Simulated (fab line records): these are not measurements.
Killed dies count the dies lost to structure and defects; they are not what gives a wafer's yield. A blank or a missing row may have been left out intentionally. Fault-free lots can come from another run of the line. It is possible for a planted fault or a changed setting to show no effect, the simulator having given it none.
Code-filled problem report in 8D (eight disciplines) form || flow gf180mcu || the parts of the form that need people (team, actions taken, sign-off) are left out

1. PROBLEM STATEMENT
Mean of biasW at GF_V3_ETCH_17: 1421 W across 9 wafers in 3 lots; on wafers with no fault it is 1200 W (standard deviation 3.3). Measured from the usual mean, that is +67 standard deviations.
The step: etches SiO2 in C4F8/O2/Ar, stops on TiN, target depth 635 nm.
First observed at day 27 11:00: wafer L985.2, on rieDiel-01. At this step, 42 wafers from 14 lots have a number in the record. Rule for "out", or "out of limits": more than 4 standard deviations from the usual mean. Any other wafer with a number is counted as sound.

2. WHAT IT IS, AND WHAT IT ISN'T
{"question": "which readings at this step", "is": "biasW", "is not": "oesProductAu"}
{"question": "which lots", "is": "L985, L986, L987", "is not": "L971, L972, L974, L975, L976, L979, L980, L981, L982, L992, L993"}
{"question": "which wafers of those lots", "is": "all that have a number", "is not": "-"}
{"question": "read on which tools", "is": "rieDiel-01", "is not": "rieDiel-02, rieDiel-03"}
{"question": "when", "is": "from day 27 11:00", "is not": "up to then (27 sound wafers); but 6 sound wafers of L992, L993 came after"}

3. SUSPECTS, AND WHAT RULES EACH OUT
Counting: a tool stays on the suspect list if, at a process step up to the reading, it processed all lots that are out and no sound lot following the first of them.
- rieDiel-01 at GF_V3_ETCH_17 (etches SiO2 in C4F8/O2/Ar, stops on TiN, target depth 635 nm): kept. Every lot that is out went through it, starting with L985 (day 27 11:00), and after that it ran no sound lot; the last sound lot it ran before then is L976 (day 24 08:00). Out on those wafers are its own readings of biasW.
After counting, what remains is rieDiel-01 at GF_V3_ETCH_17.

4. THE CAUSE (what the simulator had put in)
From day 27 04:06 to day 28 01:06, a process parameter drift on rieDiel-01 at GF_V3_ETCH_17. The setting biasW was moved by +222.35, starting from 1200. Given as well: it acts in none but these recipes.
Counting left only this tool.

5. THE CHAIN OF EFFECTS, in route order
Each row: a reading whose mean over the struck wafers that have a number lies more than 3 standard deviations from the usual. Readings are gone through only where the record gives a usual standard deviation; hours: the median, over the lots, of the time from a lot's start at the first step in this table giving one to that lot's start at this step; sigmas: the change measured in usual standard deviations.
{"hours": 0, "step": "GF_V3_ETCH_17", "reading": "biasW", "usual": "1200 W", "on struck wafers": 1421, "change": "+221", "sigmas": "+67"}
Its process steps:
- GF_V3_ETCH_17: etches SiO2 in C4F8/O2/Ar, stops on TiN, target depth 635 nm.

6. HOW IT WOULD HAVE BEEN CAUGHT EARLIER
The fault began at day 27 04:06; the first out-of-limits reading in this record came at day 27 11:00, 7 hours later.
